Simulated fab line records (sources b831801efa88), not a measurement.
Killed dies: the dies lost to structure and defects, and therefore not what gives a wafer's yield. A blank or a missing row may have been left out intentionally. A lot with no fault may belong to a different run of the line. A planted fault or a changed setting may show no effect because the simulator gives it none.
fab line records + flow sky130 + part 2 of 2: steps 32 to 43 of 43
record:
- lots: 5
- wafers: 15
- lastDay: 49
route steps=708 shown SONOS_TUNNEL@161 SONOS_ONO@168 GATE_OXIDE@187
lots untouched by any fault: they come from a run of this same line in which no faults occurred
startH: hours from the record's opening day to when the first of the lot's shown wafers began + waitH: hours elapsed since this lot's preceding step + " the same as in the row above + L1.1+2: a single row standing in for several wafers + - value missing, or start not given + * or withheld: withheld + < > ~ a bound
route shown NAME@n: a module of which the file shows steps, and the number in the route of the first + usual: the fault-free wafers' mean and standard deviation + same: alike in all rows + chamber/n: place in a boat + sites: the reading at each site + _std_site: standard deviation of those values + _edge_site: mean of outer sites minus mean of inner sites + radiusMm: for every site, how far away it sits from the centre of the wafer + mask NAME#n: copy n + behind: the last tool/chamber to shape the wafer + hold: cause of the lot's hold/its duration in hours/its outcome + device: the transistor (n, p or np) that didn't switch + end of line: at the end of the route, the tests of the same wafers + where a step has no rows: the recipe by itself + killed: count of dies lost to structure and defects at first sort (not the wafer's yield) + map: a wafer's dies, marking killed ones x, the rest . and places with no die _
set.NAME: setting as actually run; set.NAME@STEP: the setting as run at that earlier step + model.NAME: the simulator's own value behind a step, which no gauge read
lots seen at some steps along the route; tables by step, rows by wafer
services: a tool's chamber out of use, with start hour (startH, from the record's first day; less than 0 if before it), hours out, and reason
== steps ==
step: SKY_GATE_OXIDE_COAT_05
recipe:
- resist: NOVOLAK
- spinRpm: 3000
- resistThkNm: 1140
| lot.wafer  | tool          | chamber | startH | waitH |
|------------|---------------|---------|--------|-------|
| L076.2+3+4 | lithoTrack-03 | 0       | 304.29 | 0.1   |
| L081.1+3+5 | lithoTrack-03 | 0       | 344.27 | 0.1   |
| L083.1+4+6 | lithoTrack-01 | 0       | 361.99 | 0.1   |
| L086.1+4+5 | lithoTrack-01 | 0       | 394.49 | 0.1   |
| L091.1+3+6 | lithoTrack-02 | 0       | 433.29 | 0.1   |
step: SKY_GATE_OXIDE_SOFTBAKE_06
recipe:
- tempC: 90
- timeS: 60
- resist: NOVOLAK
| lot.wafer  | tool          | chamber | startH | waitH |
|------------|---------------|---------|--------|-------|
| L076.2+3+4 | lithoTrack-03 | 0       | 304.44 | 0.1   |
| L081.1+3+5 | lithoTrack-03 | 0       | 344.42 | 0.1   |
| L083.1+4+6 | lithoTrack-01 | 0       | 362.14 | 0.1   |
| L086.1+4+5 | lithoTrack-01 | 0       | 394.64 | 0.1   |
| L091.1+3+6 | lithoTrack-02 | 0       | 433.44 | 0.1   |
step: SKY_GATE_OXIDE_EXPOSE_07
recipe:
- maskId: LVOM
- na: 0.6
- sourceShape: conventional
- sigmaOuter: 0.6
- polarization: unpolarized
- targetCdNm: 600
- doseMj: 170
| lot.wafer  | tool            | chamber | startH | waitH | mask   |
|------------|-----------------|---------|--------|-------|--------|
| L076.2+3+4 | ilineStepper-02 | 0       | -      | -     | LVOM#0 |
| L081.1+3+5 | ilineStepper-02 | 0       | -      | -     | LVOM#0 |
| L083.1+4+6 | ilineStepper-01 | 0       | -      | -     | LVOM#0 |
| L086.1+4+5 | ilineStepper-01 | 0       | -      | -     | LVOM#0 |
| L091.1+3+6 | ilineStepper-01 | 0       | -      | -     | LVOM#0 |
step: SKY_GATE_OXIDE_PEB_08
recipe:
- tempC: withheld
- timeS: *
- resist: NOVOLAK
| lot.wafer  | tool          | chamber | startH | waitH |
|------------|---------------|---------|--------|-------|
| L076.2+3+4 | lithoTrack-01 | 0       | -      | -     |
| L081.1+3+5 | lithoTrack-02 | 0       | -      | -     |
| L083.1+4+6 | lithoTrack-02 | 0       | -      | -     |
| L086.1+4+5 | lithoTrack-03 | 0       | -      | -     |
| L091.1+3+6 | lithoTrack-03 | 0       | -      | -     |
step: SKY_GATE_OXIDE_DEVELOP_09
recipe:
- resist: NOVOLAK
- developer: TMAH
- developTimeS: 60
- devTempC: 23
| lot.wafer  | tool          | chamber | startH | waitH |
|------------|---------------|---------|--------|-------|
| L076.2+3+4 | lithoTrack-01 | 0       | 317.06 | 0.1   |
| L081.1+3+5 | lithoTrack-02 | 0       | 357.54 | 0.1   |
| L083.1+4+6 | lithoTrack-02 | 0       | 376.24 | 0.1   |
| L086.1+4+5 | lithoTrack-03 | 0       | 409.27 | 0.1   |
| L091.1+3+6 | lithoTrack-03 | 0       | 448.72 | 0.1   |
step: SKY_GATE_OXIDE_OVL_MEAS_10
usual:
- GATE_OXIDE_OVL: 0.9/1.2
| lot.wafer | tool       | chamber | startH | waitH | GATE_OXIDE_OVL[nm] |
|-----------|------------|---------|--------|-------|--------------------|
| L076.2    | overlay-01 | -       | 317.19 | 0.1   | 3.6                |
| L076.3    | "          | -       | "      | "     | 3.5                |
| L076.4    | "          | -       | "      | "     | 1.8                |
| L081.1    | overlay-01 | -       | 357.69 | 0.1   | -0.1               |
| L081.3    | "          | -       | "      | "     | -0.1               |
| L081.5    | "          | -       | "      | "     | 0.6                |
| L083.1    | overlay-02 | -       | 376.39 | 0.1   | 1.2                |
| L083.4    | "          | -       | "      | "     | 1.1                |
| L083.6    | "          | -       | "      | "     | 1.4                |
| L086.1    | overlay-01 | -       | 409.42 | 0.1   | 1.0                |
| L086.4    | "          | -       | "      | "     | -1.0               |
| L086.5    | "          | -       | "      | "     | 0.0                |
| L091.1    | overlay-01 | -       | 448.87 | 0.1   | 2.4                |
| L091.3    | "          | -       | "      | "     | 3.6                |
| L091.6    | "          | -       | "      | "     | 1.5                |
step: SKY_GATE_OXIDE_IMPLANT_11
recipe:
- species: B
- energyKev: 10
- doseCm2: 2.6e+12
- tiltDeg: withheld
usual:
- beamEnergyKeV: 10.000/0.0031
| lot.wafer | tool         | chamber | startH | waitH | beamEnergyKeV |
|-----------|--------------|---------|--------|-------|---------------|
| L076.2    | implanter-02 | 0       | 317.25 | 0.0   | 9.995         |
| L076.3    | "            | 0       | "      | "     | 9.995         |
| L076.4    | "            | 0       | "      | "     | 9.993         |
| L081.1    | implanter-04 | 0       | 357.72 | 0.0   | 10.001        |
| L081.3    | "            | 0       | "      | "     | 9.998         |
| L081.5    | "            | 0       | "      | "     | 10.002        |
| L083.1    | implanter-04 | 0       | 376.42 | 0.0   | 9.997         |
| L083.4    | "            | 0       | "      | "     | 9.999         |
| L083.6    | "            | 0       | "      | "     | 9.999         |
| L086.1    | implanter-01 | 0       | 409.45 | 0.0   | 10.001        |
| L086.4    | "            | 0       | "      | "     | 9.998         |
| L086.5    | "            | 0       | "      | "     | 10.000        |
| L091.1    | implanter-02 | 0       | 448.90 | 0.0   | 9.996         |
| L091.3    | "            | 0       | "      | "     | 9.996         |
| L091.6    | "            | 0       | "      | "     | 9.997         |
step: SKY_GATE_OXIDE_WET_ETCH_12
recipe:
- chemistry: dHF
- targetDepthNm: 16.8
- dry: n2Spin
- target: SiO2
- dilution: 100:1
- tempC: 25
- timeS: 336
| lot.wafer  | tool        | chamber | startH | waitH |
|------------|-------------|---------|--------|-------|
| L076.2+3+4 | wetBench-02 | 2       | 317.37 | 0.1   |
| L081.1+3+5 | wetBench-01 | 0       | 357.87 | 0.1   |
| L083.1+4+6 | wetBench-01 | 3       | 376.57 | 0.1   |
| L086.1+4+5 | wetBench-02 | 2       | 409.60 | 0.1   |
| L091.1+3+6 | wetBench-02 | 0       | 449.05 | 0.1   |
step: SKY_GATE_OXIDE_STRIP_13
recipe:
- chemistry: O2/N2
- powerW: 1400
- pressureMtorr: 1500
- platenTempC: withheld
- o2FlowSccm: 3000
- n2FlowSccm: 300
- overashFraction: 0.5
usual:
- drypumpMotorCurrentA: 5.9/0.32
- oesProductAu: 0.716/0.0045
- stripTimeToEndpointS: 14.19/0.034
| lot.wafer | tool           | chamber | startH | waitH | drypumpMotorCurrentA | oesProductAu | rfHoursCounterH | stripTimeToEndpointS |
|-----------|----------------|---------|--------|-------|----------------------|--------------|-----------------|----------------------|
| L076.2    | plasmaAsher-01 | 0       | 317.47 | 0.0   | 6.2                  | 0.716        | 20              | 14.18                |
| L076.3    | "              | 0       | "      | "     | 6.2                  | 0.723        | -               | 14.22                |
| L076.4    | "              | 1       | "      | "     | 6.5                  | 0.711        | -               | 14.15                |
| L081.1    | plasmaAsher-03 | 1       | 357.97 | 0.0   | 5.9                  | 0.709        | 56              | 14.20                |
| L081.3    | "              | 0       | "      | "     | 5.5                  | 0.716        | -               | 14.21                |
| L081.5    | "              | 1       | "      | "     | 5.9                  | 0.716        | -               | 14.21                |
| L083.1    | plasmaAsher-02 | 0       | 376.67 | 0.0   | 5.6                  | 0.716        | 65              | 14.20                |
| L083.4    | "              | 0       | "      | "     | 5.6                  | 0.712        | -               | 14.21                |
| L083.6    | "              | 1       | "      | "     | 6.0                  | 0.716        | -               | 14.16                |
| L086.1    | plasmaAsher-02 | 1       | 409.70 | 0.0   | 6.0                  | 0.717        | 68              | 14.21                |
| L086.4    | "              | 0       | "      | "     | 5.6                  | 0.720        | -               | 14.18                |
| L086.5    | "              | 0       | "      | "     | 5.7                  | 0.721        | -               | 14.16                |
| L091.1    | plasmaAsher-01 | 0       | 449.15 | 0.0   | 6.2                  | 0.713        | 33              | 14.23                |
| L091.3    | "              | 1       | "      | "     | 6.5                  | 0.719        | -               | 14.21                |
| L091.6    | "              | 1       | "      | "     | 6.5                  | 0.716        | -               | 14.18                |
step: SKY_GATE_OXIDE_TW_MEAS_14
usual:
- GATE_OXIDE_TW: 223.9/1.8
| lot.wafer | tool         | chamber | startH | waitH | GATE_OXIDE_TW |
|-----------|--------------|---------|--------|-------|---------------|
| L076.2    | filmMetro-04 | -       | 317.58 | 0.1   | 227.2         |
| L076.3    | "            | -       | "      | "     | 227.1         |
| L076.4    | "            | -       | "      | "     | 227.2         |
| L081.1    | filmMetro-02 | -       | 358.07 | 0.1   | 221.3         |
| L081.3    | "            | -       | "      | "     | 221.0         |
| L081.5    | "            | -       | "      | "     | 221.2         |
| L083.1    | filmMetro-04 | -       | 376.77 | 0.1   | 225.2         |
| L083.4    | "            | -       | "      | "     | 223.8         |
| L083.6    | "            | -       | "      | "     | 224.3         |
| L086.1    | filmMetro-04 | -       | 409.80 | 0.1   | 224.9         |
| L086.4    | "            | -       | "      | "     | 226.1         |
| L086.5    | "            | -       | "      | "     | 224.5         |
| L091.1    | filmMetro-03 | -       | 449.25 | 0.1   | 224.0         |
| L091.3    | "            | -       | "      | "     | 223.9         |
| L091.6    | "            | -       | "      | "     | 223.6         |
step: SKY_GATE_OXIDE_CLEAN_15
recipe:
- chemistry: SC1/SC2
- mix: 1:4:20
- tempC: 70
- timeS: 150
- dry: n2Spin
| lot.wafer  | tool        | chamber | startH | waitH |
|------------|-------------|---------|--------|-------|
| L076.2+3+4 | wetBench-03 | 3       | 317.63 | 0.0   |
| L081.1+3+5 | wetBench-01 | 3       | 358.13 | 0.1   |
| L083.1+4+6 | wetBench-02 | 0       | 376.83 | 0.1   |
| L086.1+4+5 | wetBench-03 | 2       | 409.86 | 0.1   |
| L091.1+3+6 | wetBench-03 | 0       | 449.31 | 0.1   |
step: SKY_GATE_OXIDE_OXIDATION_16
recipe:
- tempC: 800
- ambient: O2
- idleTempC: 700
- rampUpCPerMin: 10
- rampDownCPerMin: 3
- stabiliseS: 600
- purgeS: 300
- targetThkA: 35.7
- oxTimeS: 1915
usual:
- spikeTcBottomC: 819.0/1.1
- spikeTcTopC: 813.2/2.3
| lot.wafer | tool       | chamber | startH | waitH | spikeTcBottomC | spikeTcTopC |
|-----------|------------|---------|--------|-------|----------------|-------------|
| L076.2    | furnace-02 | 0       | 318.65 | 0.9   | 818.3          | 816.3       |
| L076.3    | "          | 0       | "      | "     | 819.3          | 813.4       |
| L076.4    | "          | 0       | "      | "     | 819.6          | 813.2       |
| L081.1    | furnace-01 | 0       | 358.88 | 0.6   | 819.1          | 810.3       |
| L081.3    | "          | 0       | "      | "     | 819.5          | 811.1       |
| L081.5    | "          | 0       | "      | "     | 817.6          | 813.3       |
| L083.1    | furnace-01 | 0       | 377.41 | 0.5   | 817.4          | 810.1       |
| L083.4    | "          | 0       | "      | "     | 818.4          | 812.0       |
| L083.6    | "          | 0       | "      | "     | 818.3          | 811.1       |
| L086.1    | furnace-01 | 0       | 410.66 | 0.7   | 818.2          | 812.6       |
| L086.4    | "          | 0       | "      | "     | 820.3          | 811.9       |
| L086.5    | "          | 0       | "      | "     | 818.9          | 811.5       |
| L091.1    | furnace-02 | 0       | 449.36 | 0.0   | 820.5          | 815.6       |
| L091.3    | "          | 0       | "      | "     | 820.8          | 815.4       |
| L091.6    | "          | 0       | "      | "     | 818.3          | 816.7       |
== services ==
| tool            | chamber | startH | hours | kind   |
|-----------------|---------|--------|-------|--------|
| furnace-02      | -       | 236.87 | 14.8  | repair |
| ilineStepper-01 | -       | 260.04 | 6.1   | repair |
| rieDiel-01      | -       | 264.74 | 0.8   | repair |
| rieDiel-01      | 0       | 269.10 | 5.2   | repair |
| rieDiel-01      | -       | 274.52 | 1.8   | repair |
| ilineStepper-01 | -       | 274.63 | 1.7   | pm     |
| lpcvd-02        | -       | 278.44 | 2.7   | repair |
| lpcvd-03        | -       | 280.15 | 0.8   | repair |
| implanter-02    | -       | 282.18 | 5.3   | repair |
| furnace-01      | -       | 287.43 | 3.3   | pm     |
| ilineStepper-02 | -       | 306.75 | 1.7   | pm     |
| rieDiel-01      | 0       | 309.26 | 56.0  | repair |
| wetBench-02     | -       | 343.23 | 1.9   | pm     |
| ilineStepper-02 | -       | 353.97 | 2.1   | pm     |
| furnace-02      | -       | 364.26 | 3.5   | pm     |
| wetBench-03     | -       | 376.11 | 1.1   | repair |
| implanter-02    | -       | 379.73 | 3.9   | pm     |
| rieDiel-01      | 3       | 384.52 | 11.8  | repair |
| implanter-02    | -       | 386.24 | 1.0   | repair |
| wetBench-01     | -       | 393.36 | 4.4   | pm     |
| rieDiel-01      | 1       | 402.91 | 10.8  | repair |
| furnace-01      | -       | 433.80 | 2.5   | pm     |
| ilineStepper-02 | -       | 433.87 | 1.3   | repair |
| wetBench-03     | -       | 444.92 | 1.6   | repair |
